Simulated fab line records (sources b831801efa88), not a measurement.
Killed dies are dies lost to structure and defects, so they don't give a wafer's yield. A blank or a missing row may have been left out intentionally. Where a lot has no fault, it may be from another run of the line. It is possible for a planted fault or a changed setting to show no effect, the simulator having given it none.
What tool caused it?    flow gf180mcu    72 wafers from 24 lots sampled at 6 of the route's 602 steps

## WHAT EACH GAUGE READ, for each wafer
GF_VT_IMPLANT_RS_MEAS_47: uses a four-point probe to measure. Usual: NWELL_RS 487.9 ohm/sq, standard deviation 1.2.
lot   measured      on             NWELL_RS (ohm/sq)  flag
L074  day 7 13:24   film-metro-03  487.6 487.3 487.9  
L075  day 7 19:27   film-metro-03  488.8 489.3 490.0  
L076  day 8 02:27   film-metro-03  489.6 488.4 490.1  
L077  day 8 10:35   film-metro-02  488.5 488.2 487.1  
L078  day 8 17:29   film-metro-02  488.4 489.4 489.5  
L079  day 8 22:18   film-metro-02  486.8 487.9 487.0  
L080  day 9 06:23   film-metro-01  489.6 490.0 489.1  
L081  day 9 13:20   film-metro-01  489.4 489.0 488.4  
L082  day 9 21:33   film-metro-03  486.7 487.1 487.1  
L083  day 10 02:55  film-metro-03  488.7 489.5 490.1  
L084  day 10 09:22  film-metro-01  488.9 488.9 488.8  
L085  day 10 11:59  film-metro-01  488.2 487.2 488.9  
L086  day 10 20:16  film-metro-03  487.0 487.6 487.2  
L087  day 11 02:47  film-metro-01  486.9 488.3 486.9  
L088  day 11 17:41  film-metro-02  485.4 486.7 488.1  
L089  day 12 01:52  film-metro-01  487.4 487.7 488.1  
L090  day 12 03:54  film-metro-01  488.3 490.0 489.0  
L091  day 12 08:48  film-metro-01  486.3 486.6 485.6  
L092  day 12 19:29  film-metro-02  488.5 489.4 487.7  
L093  day 13 03:14  film-metro-02  486.6 487.2 487.2  
L094  day 13 07:47  film-metro-02  486.4 487.5 486.2  
L095  day 13 18:11  film-metro-02  488.3 488.7 487.6  
L096  day 13 18:19  film-metro-03  487.2 486.0 487.8  
L097  day 13 23:26  film-metro-02  486.3 487.4 488.2  

GF_V3_BOW_MEAS_05. Usual: V3_BOW 116 um, standard deviation 9.4.
lot   measured      on             V3_BOW (um)  flag
L074  day 21 05:43  film-metro-02  108 124 118  
L075  day 21 20:05  film-metro-04  111 105 103  
L076  day 22 05:10  film-metro-04  130 133 120  
L077  day 22 13:24  film-metro-02  96 107 104   
L078  day 23 00:57  film-metro-04  110 113 114  
L079  day 23 10:44  film-metro-03  119 124 119  
L080  day 23 17:53  film-metro-04  123 133 112  
L081  day 24 04:08  film-metro-03  118 126 96   
L082  day 24 08:23  film-metro-02  123 102 108  
L083  day 25 00:07  film-metro-04  107 111 113  
L084  day 25 01:18  film-metro-04  109 108 111  
L085  day 25 05:14  film-metro-03  119 123 128  
L086  day 25 15:43  film-metro-02  101 103 110  
L087  day 26 02:25  film-metro-04  112 121 115  
L088  day 26 19:34  film-metro-02  116 105 89   
L089  day 26 23:35  film-metro-04  139 129 127  
L090  day 27 01:41  film-metro-04  128 125 127  
L091  day 27 06:16  film-metro-03  114 105 111  
L092  day 27 16:13  film-metro-02  129 112 132  
L093  day 28 05:09  film-metro-02  119 105 113  
L094  day 28 03:03  film-metro-04  102 117 111  
L095  day 28 15:07  film-metro-03  126 122 128  
L096  day 28 16:22  film-metro-03  126 107 115  
L097  day 28 19:19  film-metro-03  125 122 126  

GF_V4_CD_MEAS_14: target cd 260 nm. Usual: cd-nm reads 260.6 nm (standard deviation 1.2).
lot   measured      on         cd-nm (nm)         flag
L074  day 24 06:19  cd-sem-01  260.4 259.3 260.6  
L075  day 24 18:22  cd-sem-01  262.7 261.1 262.5  
L076  day 25 03:25  cd-sem-01  259.0 259.3 258.5  
L077  day 25 11:12  cd-sem-01  261.3 260.6 261.2  
L078  day 25 22:31  cd-sem-02  258.9 261.4 259.4  
L079  day 26 07:35  cd-sem-01  259.9 259.8 260.5  
L080  day 26 13:48  cd-sem-02  261.1 262.8 261.6  
L081  day 26 22:31  cd-sem-01  260.8 259.8 259.5  
L082  day 27 03:28  cd-sem-02  261.9 261.6 262.7  
L083  day 27 17:16  cd-sem-02  259.4 260.5 261.5  
L084  day 27 19:34  cd-sem-02  260.4 259.2 262.1  
L085  day 27 22:44  cd-sem-01  261.5 261.1 262.4  
L086  day 28 08:04  cd-sem-02  260.0 261.0 260.2  
L087  day 28 17:33  cd-sem-02  260.0 260.1 261.4  
L088  day 29 09:47  cd-sem-01  261.5 260.7 260.3  
L089  day 29 13:59  cd-sem-01  262.5 261.8 262.3  
L090  day 29 16:21  cd-sem-02  259.9 259.2 259.3  
L091  day 29 20:28  cd-sem-02  259.8 259.7 259.7  
L092  day 30 04:25  cd-sem-01  258.5 259.3 259.0  
L093  day 30 17:10  cd-sem-02  259.4 259.7 259.9  
L094  day 30 14:43  cd-sem-01  260.4 259.7 260.1  
L095  day 31 02:16  cd-sem-01  261.5 262.3 262.3  
L096  day 31 03:15  cd-sem-02  260.6 261.8 261.6  
L097  day 31 06:22  cd-sem-02  259.8 259.6 258.9  

GF_MIM_RS_MEAS_10: uses a four-point probe to measure. Usual: MIM_ALCU_RS 0.1612 ohm/sq, standard deviation 0.0018.
lot   measured      on             MIM_ALCU_RS (ohm/sq)  flag
L074  day 24 08:14  film-metro-01  0.1621 0.1581 0.1615  
L075  day 24 20:18  film-metro-02  0.1589 0.1625 0.1588  
L076  day 25 05:28  film-metro-04  0.1629 0.1612 0.1615  
L077  day 25 13:09  film-metro-04  0.1624 0.1611 0.1595  
L078  day 26 00:28  film-metro-04  0.1594 0.1589 0.1601  
L079  day 26 09:55  film-metro-04  0.1638 0.1613 0.1633  
L080  day 26 15:43  film-metro-01  0.1600 0.1602 0.1622  
L081  day 27 00:26  film-metro-02  0.1623 0.1616 0.1637  
L082  day 27 05:25  film-metro-04  0.1627 0.1606 0.1617  
L083  day 27 19:13  film-metro-02  0.1603 0.1592 0.1622  
L084  day 27 21:42  film-metro-02  0.1628 0.1627 0.1644  
L085  day 28 00:41  film-metro-04  0.1617 0.1614 0.1605  
L086  day 28 09:59  film-metro-04  0.1610 0.1613 0.1593  
L087  day 28 19:31  film-metro-04  0.1606 0.1600 0.1583  
L088  day 29 11:44  film-metro-01  0.1636 0.1651 0.1630  
L089  day 29 15:56  film-metro-02  0.1611 0.1592 0.1600  
L090  day 29 18:20  film-metro-01  0.1598 0.1617 0.1600  
L091  day 29 22:29  film-metro-02  0.1626 0.1640 0.1632  
L092  day 30 06:21  film-metro-02  0.1627 0.1627 0.1617  
L093  day 30 19:07  film-metro-04  0.1603 0.1625 0.1626  
L094  day 30 16:40  film-metro-02  0.1594 0.1590 0.1596  
L095  day 31 04:11  film-metro-02  0.1618 0.1588 0.1601  
L096  day 31 05:13  film-metro-01  0.1592 0.1594 0.1612  
L097  day 31 08:17  film-metro-04  0.1581 0.1591 0.1604  

## WHAT TOOL EACH LOT RAN ON (gives the tool, then ch and the chambers of the sampled wafers, and finally the start)
lot   GF_DNWELL_STRIP_08                   GF_SALICIDE_RTA_08
L074  plasma-asher-04 ch 0,1, day 2 19:40  rtp-anneal-01 ch 0, day 15 00:32
L075  plasma-asher-03 ch 0,1, day 3 00:58  rtp-anneal-01 ch 0, day 15 13:20
L076  plasma-asher-04 ch 0,1, day 3 05:58  rtp-anneal-01 ch 0, day 15 21:51
L077  plasma-asher-03 ch 0,1, day 3 10:48  rtp-anneal-02 ch 0, day 16 05:46
L078  plasma-asher-04 ch 0, day 3 17:16    rtp-anneal-02 ch 0, day 16 17:01
L079  plasma-asher-03 ch 0,1, day 3 23:28  rtp-anneal-02 ch 0, day 17 01:11
L080  plasma-asher-02 ch 0,1, day 4 04:27  rtp-anneal-02 ch 0, day 17 09:33
L081  plasma-asher-03 ch 0,1, day 4 08:42  rtp-anneal-02 ch 0, day 17 19:38
L082  plasma-asher-03 ch 0,1, day 4 15:37  rtp-anneal-01 ch 0, day 18 01:43
L083  plasma-asher-03 ch 0,1, day 4 19:34  rtp-anneal-01 ch 0, day 18 17:13
L084  plasma-asher-03 ch 0,1, day 4 23:28  rtp-anneal-02 ch 0, day 18 19:31
L085  plasma-asher-03 ch 0,1, day 5 03:50  rtp-anneal-01 ch 0, day 18 22:08
L086  plasma-asher-03 ch 0,1, day 5 10:04  rtp-anneal-02 ch 0, day 19 11:35
L087  plasma-asher-03 ch 0,1, day 5 14:22  rtp-anneal-01 ch 0, day 19 22:52
L088  plasma-asher-04 ch 0,1, day 6 02:21  rtp-anneal-02 ch 0, day 20 19:36
L089  plasma-asher-02 ch 0,1, day 6 07:43  rtp-anneal-02 ch 0, day 20 23:56
L090  plasma-asher-02 ch 0,1, day 6 10:43  rtp-anneal-01 ch 0, day 21 02:07
L091  plasma-asher-03 ch 0,1, day 6 14:01  rtp-anneal-02 ch 0, day 21 07:52
L092  plasma-asher-03 ch 0,1, day 6 21:31  rtp-anneal-02 ch 0, day 21 19:38
L093  plasma-asher-02 ch 0,1, day 7 03:06  rtp-anneal-02 ch 0, day 22 09:47
L094  plasma-asher-02 ch 0,1, day 7 06:57  rtp-anneal-02 ch 0, day 22 09:11
L095  plasma-asher-03 ch 0, day 7 14:40    rtp-anneal-01 ch 0, day 22 23:32
L096  plasma-asher-02 ch 0,1, day 7 15:07  rtp-anneal-01 ch 0, day 23 00:14
L097  plasma-asher-02 ch 0,1, day 7 20:25  rtp-anneal-01 ch 0, day 23 04:41
- GF_DNWELL_STRIP_08: strips in O2/N2.
- GF_SALICIDE_RTA_08: time 30 s.

## WHAT THE TOOLS THEMSELVES READ (means of the sampled wafers that have a number; where no wafer has one, the mark that the record gives instead)
GF_DNWELL_STRIP_08. Usual: drypump-motor-current-A 5.35 A, standard deviation 0.28; heater-power-w 329 W, standard deviation 25; o2-flow-sccm 2998 sccm, standard deviation 8.9; oes-product-au 0.722 a.u., standard deviation 0.0049; strip-time-to-endpoint-s 36.96 s, standard deviation 0.098.
lot   tool             drypump-motor-current-A (A)  heater-power-w (W)  o2-flow-sccm (sccm)  oes-product-au (a.u.)  strip-time-to-endpoint-s (s)  flag
L074  plasma-asher-04  5.47                         308                 3003                 0.723                  36.95                         
L075  plasma-asher-03  5.51                         338                 2990                 0.721                  36.97                         
L076  plasma-asher-04  5.48                         309                 3000                 0.720                  36.92                         
L077  plasma-asher-03  5.32                         340                 3002                 0.724                  36.92                         
L078  plasma-asher-04  5.50                         321                 2988                 0.721                  36.79                         
L079  plasma-asher-03  5.31                         340                 2997                 0.728                  36.85                         
L080  plasma-asher-02  5.09                         325                 3002                 0.721                  36.89                         
L081  plasma-asher-03  5.50                         340                 2990                 0.722                  36.98                         
L082  plasma-asher-03  5.52                         338                 2991                 0.727                  36.89                         
L083  plasma-asher-03  5.31                         344                 3004                 0.723                  37.02                         
L084  plasma-asher-03  5.51                         341                 2988                 0.724                  36.95                         
L085  plasma-asher-03  5.31                         347                 2994                 0.727                  36.98                         
L086  plasma-asher-03  5.52                         336                 3000                 0.719                  37.05                         
L087  plasma-asher-03  5.50                         337                 2997                 0.723                  36.96                         
L088  plasma-asher-04  5.42                         298                 2998                 0.726                  36.89                         
L089  plasma-asher-02  5.08                         333                 3008                 0.721                  36.95                         
L090  plasma-asher-02  5.08                         331                 2987                 0.719                  36.91                         
L091  plasma-asher-03  5.32                         344                 2992                 0.722                  36.95                         
L092  plasma-asher-03  5.53                         335                 3000                 0.726                  37.12                         
L093  plasma-asher-02  5.13                         333                 2989                 0.721                  37.03                         
L094  plasma-asher-02  5.27                         313                 2997                 0.721                  37.14                         
L095  plasma-asher-03  5.11                         347                 2995                 0.715                  36.96                         
L096  plasma-asher-02  5.09                         333                 3004                 0.725                  36.87                         
L097  plasma-asher-02  5.09                         330                 3004                 0.724                  36.86                         

GF_SALICIDE_RTA_08. Usual: lamp-power-pct 17.2 %, standard deviation 0.49; wafer_temp_C_max 804.4, standard deviation 0.89.
lot   tool           lamp-power-pct (%)  wafer_temp_C_max  flag
L074  rtp-anneal-01  16.6                804.8             
L075  rtp-anneal-01  16.6                804.8             
L076  rtp-anneal-01  16.6                804.5             
L077  rtp-anneal-02  17.6                804.2             
L078  rtp-anneal-02  17.6                803.8             
L079  rtp-anneal-02  17.6                804.8             
L080  rtp-anneal-02  17.6                803.7             
L081  rtp-anneal-02  17.6                804.5             
L082  rtp-anneal-01  16.6                804.2             
L083  rtp-anneal-01  16.6                805.1             
L084  rtp-anneal-02  17.6                803.8             
L085  rtp-anneal-01  16.6                805.2             
L086  rtp-anneal-02  17.6                803.8             
L087  rtp-anneal-01  16.6                805.1             
L088  rtp-anneal-02  17.6                804.3             
L089  rtp-anneal-02  17.6                804.3             
L090  rtp-anneal-01  16.6                804.7             
L091  rtp-anneal-02  17.6                803.4             
L092  rtp-anneal-02  17.6                803.9             
L093  rtp-anneal-02  17.6                803.6             
L094  rtp-anneal-02  17.6                803.8             
L095  rtp-anneal-01  16.6                804.2             
L096  rtp-anneal-01  16.6                804.9             
L097  rtp-anneal-01  16.6                805.0             

## THE ANSWER, worked out from the rows above alone
Rule: a lot is off if the mean of its wafers that have a number lies more than 3 standard deviations from the usual mean. A lot without any number at a reading at which 4 lots or more have one is off too. The other lots that the step has rows for count as sound. Order of review: gauges by route order, followed by the tools' own readings, for which a lot's mean as printed above is used. The first step at which some lot is off is used, and at that step the reading that is off furthest; a lot without a number counts as furthest.
Across all readings shown, no lot is off: no conclusion can be drawn from this.

## WHAT THE SIMULATOR HAD INSERTED
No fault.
